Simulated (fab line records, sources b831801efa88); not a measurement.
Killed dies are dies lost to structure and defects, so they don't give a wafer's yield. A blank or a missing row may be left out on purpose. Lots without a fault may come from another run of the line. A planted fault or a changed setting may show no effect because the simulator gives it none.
A sampling plan put to the test | flow gf180mcu | one fab line, 14 faults that these records tell of, each judged on the records of the lots that it struck; 1 more is left out, because the records don't allow judging it
The plan is the line's own looks: the steps of the route at which a gauge or an inspection reads the wafer and doesn't change it. A look can be judged if struck wafers have a number there and the file gives its usual mean and standard deviation on fault-free wafers. Caught: at a look after the fault's first step, the mean of the struck wafers lies 4 or more of those standard deviations (sigma) from the usual mean. On the tool: the same test on the tool's own readings at the fault's steps. Another recipe on the struck wafers, or a record that is blank for them alone, also counts as caught.

THE FAULTS, as the simulator had put them in
1. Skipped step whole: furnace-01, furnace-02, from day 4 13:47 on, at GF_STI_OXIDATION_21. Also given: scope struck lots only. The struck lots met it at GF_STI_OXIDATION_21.
2. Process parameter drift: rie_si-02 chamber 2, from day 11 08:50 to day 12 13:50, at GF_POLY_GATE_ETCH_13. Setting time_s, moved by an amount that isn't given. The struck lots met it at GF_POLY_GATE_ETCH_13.
3. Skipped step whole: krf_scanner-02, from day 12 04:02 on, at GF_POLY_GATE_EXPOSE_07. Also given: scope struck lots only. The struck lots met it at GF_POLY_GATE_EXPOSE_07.
4. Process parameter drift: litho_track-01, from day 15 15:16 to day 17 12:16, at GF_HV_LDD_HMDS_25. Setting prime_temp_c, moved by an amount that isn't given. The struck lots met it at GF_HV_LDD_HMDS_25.
5. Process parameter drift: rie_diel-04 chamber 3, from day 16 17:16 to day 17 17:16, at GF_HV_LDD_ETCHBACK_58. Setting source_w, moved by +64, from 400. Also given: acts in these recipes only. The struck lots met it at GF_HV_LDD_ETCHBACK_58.
6. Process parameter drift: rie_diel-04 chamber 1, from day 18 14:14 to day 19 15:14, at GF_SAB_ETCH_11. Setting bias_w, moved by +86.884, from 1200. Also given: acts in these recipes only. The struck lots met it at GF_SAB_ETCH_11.
7. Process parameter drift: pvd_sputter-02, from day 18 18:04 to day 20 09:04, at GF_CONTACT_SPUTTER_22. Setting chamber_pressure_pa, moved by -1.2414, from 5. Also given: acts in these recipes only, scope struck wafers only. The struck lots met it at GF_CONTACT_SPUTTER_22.
8. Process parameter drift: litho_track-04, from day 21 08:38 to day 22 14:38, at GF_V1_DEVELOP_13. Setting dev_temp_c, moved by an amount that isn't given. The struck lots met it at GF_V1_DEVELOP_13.
9. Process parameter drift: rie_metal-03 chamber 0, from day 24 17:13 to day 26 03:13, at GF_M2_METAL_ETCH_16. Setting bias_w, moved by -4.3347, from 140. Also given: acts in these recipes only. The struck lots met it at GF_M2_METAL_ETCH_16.
10. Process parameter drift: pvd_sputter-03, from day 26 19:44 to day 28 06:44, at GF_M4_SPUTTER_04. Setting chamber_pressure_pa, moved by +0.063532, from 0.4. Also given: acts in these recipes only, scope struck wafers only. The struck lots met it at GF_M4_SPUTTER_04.
11. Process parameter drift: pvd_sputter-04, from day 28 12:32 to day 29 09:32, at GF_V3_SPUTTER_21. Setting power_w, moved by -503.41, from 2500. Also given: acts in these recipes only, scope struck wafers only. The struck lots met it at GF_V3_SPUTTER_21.
12. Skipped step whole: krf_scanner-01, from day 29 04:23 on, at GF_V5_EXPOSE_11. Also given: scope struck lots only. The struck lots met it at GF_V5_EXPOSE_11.
13. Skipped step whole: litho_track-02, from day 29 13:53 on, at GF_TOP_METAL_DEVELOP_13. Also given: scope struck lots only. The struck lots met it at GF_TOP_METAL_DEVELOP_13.
14. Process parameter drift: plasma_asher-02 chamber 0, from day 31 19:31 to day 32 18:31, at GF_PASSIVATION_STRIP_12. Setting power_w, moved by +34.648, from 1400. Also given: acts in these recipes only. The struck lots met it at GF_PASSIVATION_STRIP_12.

WHAT THE PLAN SAW
fault | on the tool itself                               | first look that catches it                   | reading, sigma | median hours from its first step to that look | hours from the fault's start to the first struck lot there | judged looks passed uncaught
1     | the tool's record is blank for the struck wafers | no look after it can be judged               | -              | -                                             | -                                                          | 0
2     | run_length_s -16 sigma                           | no look after it can be judged               | -              | -                                             | -                                                          | 0
3     | no reading that can be judged                    | no look after it can be judged               | -              | -                                             | -                                                          | 0
4     | prime_temp_c +34 sigma                           | no look after it can be judged               | -              | -                                             | -                                                          | 0
5     | rf_fwd_power_W +45 sigma                         | not the one look that can be judged after it | -              | -                                             | -                                                          | 1
6     | bias_w +22 sigma                                 | no look after it can be judged               | -              | -                                             | -                                                          | 0
7     | chamber_pressure_pa -99 or beyond sigma          | no look after it can be judged               | -              | -                                             | -                                                          | 0
8     | developer_temp_C -8.5 sigma                      | no look after it can be judged               | -              | -                                             | -                                                          | 0
9     | bias_w -9.6 sigma                                | not the one look that can be judged after it | -              | -                                             | -                                                          | 1
10    | chamber_pressure_pa +83 sigma                    | no look after it can be judged               | -              | -                                             | -                                                          | 0
11    | cathode_dc_power_W -99 or beyond sigma           | no look after it can be judged               | -              | -                                             | -                                                          | 0
12    | no reading that can be judged                    | no look after it can be judged               | -              | -                                             | -                                                          | 0
13    | the tool's record is blank for the struck wafers | no look after it can be judged               | -              | -                                             | -                                                          | 0
14    | only faintly: oes_product_au +3.3 sigma          | no look after it can be judged               | -              | -                                             | -                                                          | 0
A dash: the fault isn't caught, or these records don't give the number.

Caught at a look: 0 of 14. Caught on the tool: 11 of 14. By one or the other: 11 of 14.
Caught on the tool alone: faults 1, 2, 4, 5, 6, 7, 8, 9, 10, 11, 13.
Caught by neither: faults 3, 12, 14.
